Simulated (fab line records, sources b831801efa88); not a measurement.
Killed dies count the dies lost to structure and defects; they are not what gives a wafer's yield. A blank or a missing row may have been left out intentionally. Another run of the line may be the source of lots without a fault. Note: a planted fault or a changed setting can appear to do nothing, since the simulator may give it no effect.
fab line records ; flow sky130
record: lots: 5; wafers: 15; last_day: 49
route steps=708 shown CAP2M@620 METAL4@621 VIA4@639
lots that met no fault: taken from a fault-free run of the same line
start_h: hours from the record's first day to the start of the lot's first wafer shown ; wait_h: hours elapsed since this lot's preceding step ; " repeats the value in the row above ; L1.1+2: several wafers, shown together as one row ; - no value present, or no start provided ; * or withheld: withheld ; < > ~ a bound
route shown NAME@n: names a module that has steps shown in the file, with the first one's number in the route ; usual: average and standard deviation across the fault-free wafers ; same: alike in all rows ; chamber/n: place in a boat ; sites: the reading at each site ; _std_site: the values' standard deviation ; _edge_site: mean of outer sites minus mean of inner sites ; radius_mm: how far each site lies from the wafer's centre ; mask NAME#n: copy n ; behind: the tool/chamber that last shaped the wafer ; hold: the reason the lot was held/the length of the hold in hours/how it ended ; device: the n, p or np transistor that did not switch ; end of line: at the end of the route, the tests of the same wafers ; a step without rows: its recipe alone ; killed: at the first sort, the dies lost to defects and structure; wafer yield is something else ; map: a wafer's dies, x killed, . not, _ none there
set.NAME: setting as actually run; set.NAME@STEP: the setting as run at that earlier step ; model.NAME: the simulator's own value behind a step, which no gauge read
a table for each step, a row for each wafer; lots at some steps of the route
services: from which hour (start_h, from the record's first day; less than 0 if before it) a tool's chamber was out of use, for how many hours, and why
== steps ==
step: SKY_CAP2M_CLEAN_17
recipe: chemistry: O3/DIW; dry: n2_spin
lot.wafer;tool;chamber;start_h;wait_h
L082.1+3+4;wet_bench-01;2;1018.14;0.1
L085.1+2+6;wet_bench-02;1;1036.77;0.0
L089.3+4+5;wet_bench-03;1;1060.78;0.0
L091.3+4+5;wet_bench-01;0;1088.57;0.3
L092.1+3+6;wet_bench-01;3;1088.57;0.3
step: SKY_METAL4_DEHYDRATE_05
recipe: temp_c: 200; time_s: 60
usual: exhaust_pa: 45.1/0.84
lot.wafer;tool;chamber;start_h;wait_h;exhaust_pa
L082.1;litho_track-02;0;1028.30;10.1;44.7
L082.3;litho_track-02;0;1028.30;10.1;44.9
L082.4;litho_track-02;0;1028.30;10.1;45.4
L085.1;litho_track-02;0;1046.25;9.4;46.2
L085.2;litho_track-02;0;1046.25;9.4;46.3
L085.6;litho_track-02;0;1046.25;9.4;44.9
L089.3;litho_track-01;0;1069.32;8.4;45.0
L089.4;litho_track-01;0;1069.32;8.4;45.4
L089.5;litho_track-01;0;1069.32;8.4;45.5
L091.3;litho_track-03;0;1096.70;8.0;45.0
L091.4;litho_track-03;0;1096.70;8.0;45.3
L091.5;litho_track-03;0;1096.70;8.0;45.4
L092.1;litho_track-02;0;1096.95;8.3;46.6
L092.3;litho_track-02;0;1096.95;8.3;45.8
L092.6;litho_track-02;0;1096.95;8.3;46.4
step: SKY_METAL4_HMDS_06
recipe: prime_time_s: 60; prime_temp_c: 120
usual: exhaust_pa: 45.1/0.87
lot.wafer;tool;chamber;start_h;wait_h;exhaust_pa
L082.1;litho_track-02;0;1028.45;0.1;45.4
L082.3;litho_track-02;0;1028.45;0.1;45.7
L082.4;litho_track-02;0;1028.45;0.1;46.2
L085.1;litho_track-02;0;1046.40;0.1;44.9
L085.2;litho_track-02;0;1046.40;0.1;44.5
L085.6;litho_track-02;0;1046.40;0.1;45.8
L089.3;litho_track-01;0;1069.47;0.1;45.5
L089.4;litho_track-01;0;1069.47;0.1;44.8
L089.5;litho_track-01;0;1069.47;0.1;46.2
L091.3;litho_track-03;0;1096.85;0.1;45.0
L091.4;litho_track-03;0;1096.85;0.1;45.4
L091.5;litho_track-03;0;1096.85;0.1;45.5
L092.1;litho_track-02;0;1097.10;0.1;45.4
L092.3;litho_track-02;0;1097.10;0.1;44.5
L092.6;litho_track-02;0;1097.10;0.1;44.4
step: SKY_METAL4_COAT_07
recipe: resist: BARC; temp_c: withheld; time_s: withheld; spin_rpm: 3000; resist_thk_nm: 60
usual: exhaust_pa: 45.1/0.83; spin_speed_rpm: 2999.9/1.9
lot.wafer;tool;chamber;start_h;wait_h;exhaust_pa;spin_speed_rpm
L082.1;litho_track-02;0;1028.60;0.1;45.5;3000.6
L082.3;litho_track-02;0;1028.60;0.1;44.2;3000.6
L082.4;litho_track-02;0;1028.60;0.1;45.5;3002.0
L085.1;litho_track-02;0;1046.55;0.1;45.6;2999.6
L085.2;litho_track-02;0;1046.55;0.1;44.1;3000.5
L085.6;litho_track-02;0;1046.55;0.1;45.4;3000.8
L089.3;litho_track-01;0;1069.62;0.1;45.2;3001.9
L089.4;litho_track-01;0;1069.62;0.1;43.6;3000.2
L089.5;litho_track-01;0;1069.62;0.1;45.3;2999.3
L091.3;litho_track-03;0;1097.00;0.1;45.4;2998.5
L091.4;litho_track-03;0;1097.00;0.1;45.4;2998.0
L091.5;litho_track-03;0;1097.00;0.1;44.7;3000.3
L092.1;litho_track-02;0;1097.25;0.1;44.4;3000.3
L092.3;litho_track-02;0;1097.25;0.1;42.4;3001.5
L092.6;litho_track-02;0;1097.25;0.1;43.5;3002.5
step: SKY_METAL4_COAT_08
recipe: resist: KrF-thick; spin_rpm: 3000; resist_thk_nm: 1140
usual: exhaust_pa: 44.9/0.81; spin_speed_rpm: 2999.8/2
lot.wafer;tool;chamber;start_h;wait_h;exhaust_pa;spin_speed_rpm
L082.1;litho_track-02;0;-;-;44.3;2999.5
L082.3;litho_track-02;0;-;-;45.8;2997.5
L082.4;litho_track-02;0;-;-;43.5;2999.0
L085.1;litho_track-02;0;-;-;45.6;2998.1
L085.2;litho_track-02;0;-;-;43.0;3000.3
L085.6;litho_track-02;0;-;-;45.0;3001.0
L089.3;litho_track-01;0;-;-;45.1;2998.1
L089.4;litho_track-01;0;-;-;45.1;2998.0
L089.5;litho_track-01;0;-;-;44.7;3000.6
L091.3;litho_track-03;0;-;-;43.9;2996.9
L091.4;litho_track-03;0;-;-;44.2;2999.6
L091.5;litho_track-03;0;-;-;45.5;2996.1
L092.1;litho_track-02;0;-;-;45.5;2996.2
L092.3;litho_track-02;0;-;-;45.3;2999.8
L092.6;litho_track-02;0;-;-;45.4;3001.8
step: SKY_METAL4_SOFTBAKE_09
recipe: temp_c: 100; time_s: 90; resist: KrF-thick
usual: exhaust_pa: 45.0/0.92
lot.wafer;tool;chamber;start_h;wait_h;exhaust_pa
L082.1;litho_track-02;0;-;-;46.5
L082.3;litho_track-02;0;-;-;45.8
L082.4;litho_track-02;0;-;-;45.2
L085.1;litho_track-02;0;-;-;46.0
L085.2;litho_track-02;0;-;-;46.0
L085.6;litho_track-02;0;-;-;45.4
L089.3;litho_track-01;0;-;-;45.4
L089.4;litho_track-01;0;-;-;44.4
L089.5;litho_track-01;0;-;-;43.8
L091.3;litho_track-03;0;-;-;44.8
L091.4;litho_track-03;0;-;-;46.1
L091.5;litho_track-03;0;-;-;45.0
L092.1;litho_track-02;0;-;-;46.6
L092.3;litho_track-02;0;-;-;45.1
L092.6;litho_track-02;0;-;-;46.2
step: SKY_METAL4_EXPOSE_10
recipe: mask_id: MM4; na: 0.68; source_shape: annular; sigma_inner: 0.4; sigma_outer: 0.8; target_cd_nm: 300; dose_mj: 28
lot.wafer;tool;chamber;start_h;wait_h;mask
L082.1+3+4;krf_scanner-02;0;-;-;MM4#0
L085.1+2+6;krf_scanner-01;0;-;-;MM4#0
L089.3+4+5;krf_scanner-02;0;-;-;MM4#0
L091.3+4+5;krf_scanner-01;0;-;-;MM4#0
L092.1+3+6;krf_scanner-02;0;-;-;MM4#0
step: SKY_METAL4_PEB_11
recipe: peb_temp_c: withheld; peb_time_s: withheld; resist: KrF-thick
usual: exhaust_pa: 45.1/0.87
lot.wafer;tool;chamber;start_h;wait_h;exhaust_pa
L082.1;litho_track-03;0;-;-;46.4
L082.3;litho_track-03;0;-;-;45.6
L082.4;litho_track-03;0;-;-;45.5
L085.1;litho_track-01;0;-;-;44.6
L085.2;litho_track-01;0;-;-;43.6
L085.6;litho_track-01;0;-;-;46.1
L089.3;litho_track-01;0;-;-;45.9
L089.4;litho_track-01;0;-;-;45.5
L089.5;litho_track-01;0;-;-;45.1
L091.3;litho_track-03;0;-;-;44.4
L091.4;litho_track-03;0;-;-;46.4
L091.5;litho_track-03;0;-;-;43.2
L092.1;litho_track-03;0;-;-;45.2
L092.3;litho_track-03;0;-;-;44.0
L092.6;litho_track-03;0;-;-;45.6
step: SKY_METAL4_DEVELOP_12
recipe: develop_time_s: 60; resist: KrF-thick; dev_temp_c: 21
usual: exhaust_pa: 45.2/0.84
lot.wafer;tool;chamber;start_h;wait_h;exhaust_pa
L082.1;litho_track-03;0;-;-;45.1
L082.3;litho_track-03;0;-;-;46.4
L082.4;litho_track-03;0;-;-;44.7
L085.1;litho_track-01;0;-;-;45.5
L085.2;litho_track-01;0;-;-;45.3
L085.6;litho_track-01;0;-;-;45.5
L089.3;litho_track-01;0;-;-;45.4
L089.4;litho_track-01;0;-;-;44.1
L089.5;litho_track-01;0;-;-;45.3
L091.3;litho_track-03;0;-;-;43.8
L091.4;litho_track-03;0;-;-;44.5
L091.5;litho_track-03;0;-;-;45.8
L092.1;litho_track-03;0;-;-;47.5
L092.3;litho_track-03;0;-;-;46.1
L092.6;litho_track-03;0;-;-;45.7
step: SKY_METAL4_CD_MEAS_13
recipe: target_cd_nm: 300
usual: cd_nm: 300.2/1.3
lot.wafer;tool;chamber;start_h;wait_h;cd_nm
L082.1;cd_sem-02;-;1040.55;-;297.1
L082.3;cd_sem-02;-;1040.55;-;298.2
L082.4;cd_sem-02;-;1040.55;-;297.3
L085.1;cd_sem-01;-;1059.07;-;297.8
L085.2;cd_sem-01;-;1059.07;-;297.2
L085.6;cd_sem-01;-;1059.07;-;299.1
L089.3;cd_sem-02;-;1086.11;-;301.5
L089.4;cd_sem-02;-;1086.11;-;301.0
L089.5;cd_sem-02;-;1086.11;-;300.7
L091.3;cd_sem-01;-;1108.79;-;302.5
L091.4;cd_sem-01;-;1108.79;-;302.0
L091.5;cd_sem-01;-;1108.79;-;301.4
L092.1;cd_sem-02;-;1109.10;-;301.5
L092.3;cd_sem-02;-;1109.10;-;301.2
L092.6;cd_sem-02;-;1109.10;-;301.3
step: SKY_METAL4_OVL_MEAS_14
usual: METAL4_OVL: 0/5.4
lot.wafer;tool;chamber;start_h;wait_h;METAL4_OVL[nm]
L082.1;overlay-02;-;1040.67;0.1;-1
L082.3;overlay-02;-;1040.67;0.1;-2
L082.4;overlay-02;-;1040.67;0.1;-6
L085.1;overlay-01;-;1059.19;0.1;0
L085.2;overlay-01;-;1059.19;0.1;-10
L085.6;overlay-01;-;1059.19;0.1;2
L089.3;overlay-02;-;1086.20;0.1;-7
L089.4;overlay-02;-;1086.20;0.1;1
L089.5;overlay-02;-;1086.20;0.1;-6
L091.3;overlay-02;-;1108.89;0.1;0
L091.4;overlay-02;-;1108.89;0.1;3
L091.5;overlay-02;-;1108.89;0.1;5
L092.1;overlay-01;-;1109.22;0.1;-14
L092.3;overlay-01;-;1109.22;0.1;-8
L092.6;overlay-01;-;1109.22;0.1;-10
step: SKY_METAL4_DESCUM_15
recipe: chemistry: O2; source_power_w: 150; bias_power_w: 0; pressure_mtorr: 10; temp_c: 40; time_s: 8
usual: drypump_motor_current_A: 5.5/0.32; oes_product_au: 1.003/0.009; rf_fwd_power_W: 146.7/0.79; temp_c: 40.00/0.12
lot.wafer;tool;chamber;start_h;wait_h;drypump_motor_current_A;oes_product_au;rf_fwd_power_W;rf_hours_counter_h;temp_c
L082.1;rie_metal-04;1;1040.71;0.0;6.1;1.006;146.4;5;40.07
L082.3;rie_metal-04;1;1040.71;0.0;6.1;1.006;145.8;-;40.27
L082.4;rie_metal-04;0;1040.71;0.0;5.7;0.999;146.9;-;40.12
L085.1;rie_metal-02;0;1059.22;0.0;5.3;1.001;146.8;24;40.05
L085.2;rie_metal-02;1;1059.22;0.0;5.4;1.006;148.1;20;39.89
L085.6;rie_metal-02;0;1059.22;0.0;5.4;1.004;146.9;-;40.10
L089.3;rie_metal-01;1;1086.24;0.0;5.1;1.024;147.9;-;39.83
L089.4;rie_metal-01;0;1086.24;0.0;5.4;1.010;146.0;-;39.85
L089.5;rie_metal-01;1;1086.24;0.0;5.1;1.019;148.3;-;39.85
L091.3;rie_metal-01;0;1108.92;0.0;5.4;1.001;146.3;-;40.17
L091.4;rie_metal-01;1;1108.92;0.0;5.1;1.020;147.6;-;40.12
L091.5;rie_metal-01;0;1108.92;0.0;5.4;1.000;146.2;-;40.21
L092.1;rie_metal-02;0;1109.26;0.0;5.3;1.003;145.3;27;39.97
L092.3;rie_metal-02;1;1109.26;0.0;5.4;1.002;147.5;-;39.85
L092.6;rie_metal-02;1;1109.26;0.0;5.4;1.001;148.1;-;40.01
step: SKY_METAL4_ETCH_16
recipe: chemistry: N2/H2; target: BARC; ion_energy_ev: 200; bias_w: 100; pressure_mtorr: 30; n2_flow_sccm: 100; h2_flow_sccm: 200; icp_w: 500; stop_on: SiO2; time_s: 88.2; target_depth_a: 600
usual: drypump_motor_current_A: 5.5/0.32; oes_product_au: 0.626/0.0048; rf_fwd_power_W: 496.5/2; throttle_valve_pct: 13.205/0.0089
lot.wafer;tool;chamber;start_h;wait_h;drypump_motor_current_A;oes_product_au;rf_fwd_power_W;rf_hours_counter_h;throttle_valve_pct
L082.1;rie_metal-04;1;1040.74;0.0;6.1;0.624;495.9;5;13.209
L082.3;rie_metal-04;1;1040.74;0.0;6.1;0.619;497.6;-;13.207
L082.4;rie_metal-04;0;1040.74;0.0;5.7;0.618;497.9;-;13.199
L085.1;rie_metal-02;0;1059.26;0.0;5.4;0.623;491.2;24;13.203
L085.2;rie_metal-02;1;1059.26;0.0;5.4;0.621;496.2;20;13.192
L085.6;rie_metal-02;0;1059.26;0.0;5.3;0.634;494.6;-;13.203
L089.3;rie_metal-01;1;1086.29;0.0;5.1;0.622;500.6;-;13.209
L089.4;rie_metal-01;0;1086.29;0.0;5.4;0.630;496.4;-;13.201
L089.5;rie_metal-01;1;1086.29;0.0;5.1;0.627;499.9;-;13.205
L091.3;rie_metal-01;0;1108.97;0.0;5.4;0.626;496.3;-;13.190
L091.4;rie_metal-01;1;1108.97;0.0;5.1;0.630;500.2;-;13.198
L091.5;rie_metal-01;0;1108.97;0.0;5.4;0.623;497.0;-;13.212
L092.1;rie_metal-02;0;1109.29;0.0;5.3;0.626;496.6;27;13.214
L092.3;rie_metal-02;1;1109.29;0.0;5.4;0.626;497.5;-;13.207
L092.6;rie_metal-02;1;1109.29;0.0;5.4;0.633;497.9;-;13.213
step: SKY_METAL4_ETCH_17
recipe: target: SiO2; stop_on: TiN; chemistry: C4F8/O2/Ar; source_w: 1500; bias_w: 1200; pressure_mtorr: 40; c4f8_flow_sccm: withheld; O2_flow_sccm: 6; Ar_flow_sccm: 300; time_s: 3.9; target_depth_a: 150
usual: oes_product_au: 0.752/0.0067; rf_fwd_power_W: 1469/8.3
lot.wafer;tool;chamber;start_h;wait_h;oes_product_au;rf_fwd_power_W;rf_hours_counter_h
L082.1;rie_diel-03;1;1040.84;0.1;0.740;1457;19
L082.3;rie_diel-03;3;1040.84;0.1;0.747;1476;9
L082.4;rie_diel-03;2;1040.84;0.1;0.744;1464;9
L085.1;rie_diel-01;3;1059.36;0.1;0.745;1459;8
L085.2;rie_diel-01;2;1059.36;0.1;0.760;1473;26
L085.6;rie_diel-01;3;1059.36;0.1;0.763;1463;-
L089.3;rie_diel-03;2;1086.36;0.0;0.742;1474;10
L089.4;rie_diel-03;1;1086.36;0.0;0.758;1469;21
L089.5;rie_diel-03;1;1086.36;0.0;0.756;1470;-
L091.3;rie_diel-03;0;1109.04;0.0;0.737;1485;19
L091.4;rie_diel-03;2;1109.04;0.0;0.741;1465;11
L091.5;rie_diel-03;3;1109.04;0.0;0.756;1471;-
L092.1;rie_diel-04;3;1109.39;0.1;0.742;1471;29
L092.3;rie_diel-04;0;1109.39;0.1;0.757;1459;8
L092.6;rie_diel-04;1;1109.39;0.1;0.756;1479;-
step: SKY_METAL4_METAL_ETCH_18
recipe: target_depth_a: 8450; stop_on: SiO2; over_etch_frac: 0.3; time_s: 183.1; chemistry: Cl2/BCl3; resist_sidewall_deg: 88; pressure_mtorr: 10; icp_w: 900; bias_w: 48.5; Cl2_flow_sccm: 60; bcl3_flow_sccm: 30
usual: drypump_motor_current_A: 5.4/0.32; oes_product_au: 0.863/0.0062; rf_fwd_power_W: 897/3.2; throttle_valve_pct: 22.264/0.0081
lot.wafer;tool;chamber;start_h;wait_h;drypump_motor_current_A;oes_product_au;rf_fwd_power_W;rf_hours_counter_h;throttle_valve_pct
L082.1;rie_metal-01;1;1040.86;0.0;5.1;0.869;901;17;22.252
L082.3;rie_metal-01;0;1040.86;0.0;5.4;0.863;893;-;22.248
L082.4;rie_metal-01;1;1040.86;0.0;5.1;0.863;899;-;22.254
L085.1;rie_metal-04;1;1059.37;0.0;6.0;0.854;894;6;22.265
L085.2;rie_metal-04;0;1059.37;0.0;5.7;0.873;903;16;22.263
L085.6;rie_metal-04;1;1059.37;0.0;6.1;0.862;898;-;22.256
L089.3;rie_metal-01;0;1086.43;0.1;5.4;0.871;900;-;22.265
L089.4;rie_metal-01;1;1086.43;0.1;5.1;0.877;898;-;22.267
L089.5;rie_metal-01;1;1086.43;0.1;5.1;0.875;900;-;22.260
L091.3;rie_metal-04;0;1109.12;0.1;5.7;0.852;895;-;22.268
L091.4;rie_metal-04;1;1109.12;0.1;6.0;0.860;895;-;22.277
L091.5;rie_metal-04;0;1109.12;0.1;5.7;0.868;898;-;22.279
L092.1;rie_metal-01;1;1109.41;0.0;5.1;0.869;900;21;22.261
L092.3;rie_metal-01;1;1109.41;0.0;5.1;0.866;898;-;22.260
L092.6;rie_metal-01;1;1109.41;0.0;5.1;0.862;896;-;22.263
step: SKY_METAL4_STRIP_19
recipe: chemistry: O2/N2; power_w: 1400; pressure_mtorr: 1500; platen_temp_c: withheld; o2_flow_sccm: 3000; n2_flow_sccm: 300; overash_fraction: 0.5
usual: drypump_motor_current_A: 5.7/0.47; oes_product_au: 0.499/0.0056; strip_time_to_endpoint_s: 6.47/0.092
lot.wafer;tool;chamber;start_h;wait_h;drypump_motor_current_A;oes_product_au;rf_hours_counter_h;strip_time_to_endpoint_s
L082.1;plasma_asher-01;0;1041.04;0.1;4.9;0.497;123;6.30
L082.3;plasma_asher-01;0;1041.04;0.1;4.9;0.499;-;6.45
L082.4;plasma_asher-01;1;1041.04;0.1;6.1;0.490;-;6.27
L085.1;plasma_asher-03;1;1059.55;0.1;5.9;0.495;28;6.51
L085.2;plasma_asher-03;0;1059.55;0.1;6.0;0.506;28;6.52
L085.6;plasma_asher-03;1;1059.55;0.1;5.9;0.499;-;6.54
L089.3;plasma_asher-03;1;1086.58;0.1;5.9;0.503;-;6.53
L089.4;plasma_asher-03;0;1086.58;0.1;6.0;0.497;-;6.51
L089.5;plasma_asher-03;1;1086.58;0.1;5.9;0.504;-;6.49
L091.3;plasma_asher-02;1;1109.27;0.1;5.5;0.501;-;6.54
L091.4;plasma_asher-02;0;1109.27;0.1;4.9;0.503;-;6.52
L091.5;plasma_asher-02;1;1109.27;0.1;5.6;0.496;-;6.50
L092.1;plasma_asher-03;0;1109.59;0.1;6.1;0.495;33;6.30
L092.3;plasma_asher-03;1;1109.59;0.1;5.9;0.493;-;6.38
L092.6;plasma_asher-03;0;1109.59;0.1;6.1;0.504;-;6.32
step: SKY_METAL4_STRIP_20
recipe: chemistry: post_etch_residue_remover; time_s: 1200; temp_c: 72.5
usual: temp_c: 72.51/0.13
lot.wafer;tool;chamber;start_h;wait_h;temp_c
L082.1;wet_bench-02;1;1041.14;0.1;72.82
L082.3;wet_bench-02;1;1041.14;0.1;72.48
L082.4;wet_bench-02;1;1041.14;0.1;72.50
L085.1;wet_bench-04;1;1059.65;0.1;72.67
L085.2;wet_bench-04;1;1059.65;0.1;72.49
L085.6;wet_bench-04;1;1059.65;0.1;72.67
L089.3;wet_bench-03;0;1086.65;0.0;72.23
L089.4;wet_bench-03;0;1086.65;0.0;72.45
L089.5;wet_bench-03;0;1086.65;0.0;72.51
L091.3;wet_bench-02;1;1109.34;0.0;72.50
L091.4;wet_bench-02;1;1109.34;0.0;72.34
L091.5;wet_bench-02;1;1109.34;0.0;72.38
L092.1;wet_bench-02;1;1109.69;0.1;72.61
L092.3;wet_bench-02;1;1109.69;0.1;72.60
L092.6;wet_bench-02;1;1109.69;0.1;72.67
step: SKY_METAL4_CLEAN_21
recipe: chemistry: IPA; time_s: 180; temp_c: 25
usual: temp_c: 25.00/0.11
lot.wafer;tool;chamber;start_h;wait_h;temp_c
L082.1;wet_bench-02;1;1041.51;0.0;25.03
L082.3;wet_bench-02;1;1041.51;0.0;25.28
L082.4;wet_bench-02;1;1041.51;0.0;25.14
L085.1;wet_bench-04;1;1060.02;0.0;24.94
L085.2;wet_bench-04;1;1060.02;0.0;25.05
L085.6;wet_bench-04;1;1060.02;0.0;25.07
L089.3;wet_bench-03;3;1087.33;0.3;25.05
L089.4;wet_bench-03;3;1087.33;0.3;25.03
L089.5;wet_bench-03;3;1087.33;0.3;24.80
L091.3;wet_bench-04;3;1109.68;0.0;25.18
L091.4;wet_bench-04;3;1109.68;0.0;25.10
L091.5;wet_bench-04;3;1109.68;0.0;25.12
L092.1;wet_bench-02;0;1110.03;0.0;24.81
L092.3;wet_bench-02;0;1110.03;0.0;24.90
L092.6;wet_bench-02;0;1110.03;0.0;24.95
step: SKY_METAL4_CLEAN_22
recipe: chemistry: O3/DIW; dry: n2_spin
lot.wafer;tool;chamber;start_h;wait_h
L082.1+3+4;wet_bench-02;0;1041.57;0.0
L085.1+2+6;wet_bench-03;2;1060.09;0.0
L089.3+4+5;wet_bench-03;2;1088.08;0.7
L091.3+4+5;wet_bench-04;1;1109.74;0.0
L092.1+3+6;wet_bench-04;2;1110.24;0.2
step: SKY_VIA4_HDPCVD_00
recipe: material: SiO2; target_thk_nm: 1750; sigma_open_frac: 0.3; time_s: 291.7; temp_c: 400; sih4_flow_sccm: 60; pressure_mtorr: 6
lot.wafer;tool;chamber;start_h;wait_h
L082.1+3+4;hdpcvd-01;1,0,0;1041.67;0.0
L085.1+2+6;hdpcvd-02;1,2,0;1060.18;0.0
L089.3+4+5;hdpcvd-01;1,2,1;1088.17;0.0
L091.3+4+5;hdpcvd-02;2,2,1;1109.83;0.0
L092.1+3+6;hdpcvd-01;2,0,0;1110.34;0.0
step: SKY_VIA4_THK_MEAS_01
recipe: reads: SiO2_of_VIA4_HDPCVD_00
usual: VIA4_HDPCVD_THK: 1753/19
lot.wafer;tool;chamber;start_h;wait_h;VIA4_HDPCVD_THK[nm]
L082.1;film_metro-03;-;1041.85;0.1;1735
L082.3;film_metro-03;-;1041.85;0.1;1737
L082.4;film_metro-03;-;1041.85;0.1;1751
L085.1;film_metro-02;-;1060.36;0.1;1743
L085.2;film_metro-02;-;1060.36;0.1;1761
L085.6;film_metro-02;-;1060.36;0.1;1740
L089.3;film_metro-02;-;1088.37;0.1;1742
L089.4;film_metro-02;-;1088.37;0.1;1769
L089.5;film_metro-02;-;1088.37;0.1;1729
L091.3;film_metro-04;-;1110.03;0.1;1782
L091.4;film_metro-04;-;1110.03;0.1;1785
L091.5;film_metro-04;-;1110.03;0.1;1806
L092.1;film_metro-03;-;1110.51;0.1;1714
L092.3;film_metro-03;-;1110.51;0.1;1750
L092.6;film_metro-03;-;1110.51;0.1;1736
step: SKY_VIA4_CMP_02
recipe: material: SiO2; down_force_psi: 4; platen_rpm: 60; pad_velocity_m_s: 0.94248
usual: motor_current_A: 12.5/1.1
lot.wafer;tool;chamber;start_h;wait_h;motor_current_A
L082.3;cmp-02;1;1041.98;0.1;13.7
L082.1;cmp-02;2;1041.98;0.1;10.8
L082.4;cmp-02;0;1041.98;0.1;13.5
L085.1;cmp-01;2;1060.47;0.1;12.0
L085.2;cmp-01;0;1060.47;0.1;11.9
L085.6;cmp-01;2;1060.47;0.1;11.9
L089.3;cmp-01;3;1088.57;0.2;13.8
L089.4;cmp-01;0;1088.57;0.2;12.4
L089.5;cmp-01;0;1088.57;0.2;12.5
L091.4;cmp-01;3;1110.07;0.0;14.0
L091.3;cmp-01;1;1110.07;0.0;11.9
L091.5;cmp-01;0;1110.07;0.0;12.0
L092.3;cmp-01;1;1110.57;0.0;13.3
L092.1;cmp-01;0;1110.57;0.0;12.2
L092.6;cmp-01;2;1110.57;0.0;11.6
step: SKY_VIA4_BOW_MEAS_03
recipe: mode: bow
usual: VIA4_BOW: 84/8.4
lot.wafer;tool;chamber;start_h;wait_h;VIA4_BOW[um]
L082.1;film_metro-03;-;1042.28;0.2;81
L082.3;film_metro-03;-;1042.28;0.2;73
L082.4;film_metro-03;-;1042.28;0.2;78
L085.1;film_metro-03;-;1060.72;0.2;89
L085.2;film_metro-03;-;1060.72;0.2;94
L085.6;film_metro-03;-;1060.72;0.2;78
L089.3;film_metro-03;-;1088.99;0.4;71
L089.4;film_metro-03;-;1088.99;0.4;85
L089.5;film_metro-03;-;1088.99;0.4;85
L091.3;film_metro-02;-;1110.41;0.2;76
L091.4;film_metro-02;-;1110.41;0.2;72
L091.5;film_metro-02;-;1110.41;0.2;71
L092.1;film_metro-02;-;1110.87;0.1;66
L092.3;film_metro-02;-;1110.87;0.1;76
L092.6;film_metro-02;-;1110.87;0.1;70
step: SKY_VIA4_DEHYDRATE_04
recipe: temp_c: 200; time_s: 60
usual: exhaust_pa: 44.8/0.83
lot.wafer;tool;chamber;start_h;wait_h;exhaust_pa
L082.1;litho_track-03;0;1051.95;9.7;45.0
L082.3;litho_track-03;0;1051.95;9.7;44.4
L082.4;litho_track-03;0;1051.95;9.7;44.3
L085.1;litho_track-04;0;1069.52;8.8;44.4
L085.2;litho_track-04;0;1069.52;8.8;42.5
L085.6;litho_track-04;0;1069.52;8.8;44.8
L089.3;litho_track-02;0;1097.80;8.8;44.4
L089.4;litho_track-02;0;1097.80;8.8;43.6
L089.5;litho_track-02;0;1097.80;8.8;44.3
L091.3;litho_track-03;0;1118.60;8.2;44.7
L091.4;litho_track-03;0;1118.60;8.2;46.8
L091.5;litho_track-03;0;1118.60;8.2;44.7
L092.1;litho_track-04;0;1118.67;7.8;45.5
L092.3;litho_track-04;0;1118.67;7.8;45.9
L092.6;litho_track-04;0;1118.67;7.8;44.6
step: SKY_VIA4_HMDS_05
recipe: prime_time_s: 60; prime_temp_c: 120
usual: exhaust_pa: 45.0/0.95
lot.wafer;tool;chamber;start_h;wait_h;exhaust_pa
L082.1;litho_track-03;0;1052.10;0.1;46.1
L082.3;litho_track-03;0;1052.10;0.1;44.8
L082.4;litho_track-03;0;1052.10;0.1;44.1
L085.1;litho_track-04;0;1069.67;0.1;46.9
L085.2;litho_track-04;0;1069.67;0.1;47.2
L085.6;litho_track-04;0;1069.67;0.1;47.1
L089.3;litho_track-02;0;1097.95;0.1;42.6
L089.4;litho_track-02;0;1097.95;0.1;43.5
L089.5;litho_track-02;0;1097.95;0.1;43.9
L091.3;litho_track-03;0;1118.75;0.1;44.5
L091.4;litho_track-03;0;1118.75;0.1;45.4
L091.5;litho_track-03;0;1118.75;0.1;44.2
L092.1;litho_track-04;0;1118.82;0.1;45.6
L092.3;litho_track-04;0;1118.82;0.1;45.8
L092.6;litho_track-04;0;1118.82;0.1;44.5
step: SKY_VIA4_COAT_06
recipe: resist: NOVOLAK; spin_rpm: 3000; resist_thk_nm: 1140
usual: exhaust_pa: 44.9/0.83; spin_speed_rpm: 2999.9/2.1
lot.wafer;tool;chamber;start_h;wait_h;exhaust_pa;spin_speed_rpm
L082.1;litho_track-03;0;1052.25;0.1;45.7;2996.9
L082.3;litho_track-03;0;1052.25;0.1;45.3;2996.9
L082.4;litho_track-03;0;1052.25;0.1;45.4;2995.5
L085.1;litho_track-04;0;1069.82;0.1;44.6;3000.0
L085.2;litho_track-04;0;1069.82;0.1;44.2;2998.8
L085.6;litho_track-04;0;1069.82;0.1;46.1;3001.3
L089.3;litho_track-02;0;1098.10;0.1;44.6;3000.4
L089.4;litho_track-02;0;1098.10;0.1;44.4;3002.0
L089.5;litho_track-02;0;1098.10;0.1;44.5;3000.8
L091.3;litho_track-03;0;1118.90;0.1;44.2;2999.5
L091.4;litho_track-03;0;1118.90;0.1;43.3;3001.9
L091.5;litho_track-03;0;1118.90;0.1;45.3;3001.7
L092.1;litho_track-04;0;1118.97;0.1;46.4;2998.9
L092.3;litho_track-04;0;1118.97;0.1;45.5;3001.3
L092.6;litho_track-04;0;1118.97;0.1;45.0;2999.6
== services ==
tool;chamber;start_h;hours;kind
cmp-02;-;997.86;1.8;repair
rie_diel-04;2;999.28;11.2;repair
wet_bench-03;-;1006.38;2.6;repair
rie_diel-01;2;1012.72;1.4;repair
rie_diel-04;0;1017.22;3.1;repair
rie_diel-03;0;1025.74;2.8;repair
rie_diel-03;3;1030.00;6.4;repair
rie_metal-01;-;1043.05;17.6;repair
krf_scanner-02;-;1045.96;27.4;repair
rie_diel-03;1;1052.36;5.1;repair
cmp-01;-;1062.79;1.2;repair
rie_metal-04;-;1066.28;0.4;repair
rie_diel-03;3;1068.35;9.0;repair
krf_scanner-01;-;1069.78;16.7;repair
krf_scanner-02;-;1077.75;1.0;pm
wet_bench-02;-;1085.23;21.4;repair
krf_scanner-01;-;1086.45;0.8;pm
wet_bench-01;-;1096.49;4.4;pm
cmp-01;-;1096.50;0.4;repair
krf_scanner-02;-;1099.29;4.4;pm
wet_bench-03;-;1101.92;49.3;pm
rie_diel-03;-;1104.50;0.8;repair
rie_diel-03;3;1109.66;14.7;repair
rie_metal-01;0;1114.53;1.9;repair
== key ==
fault none
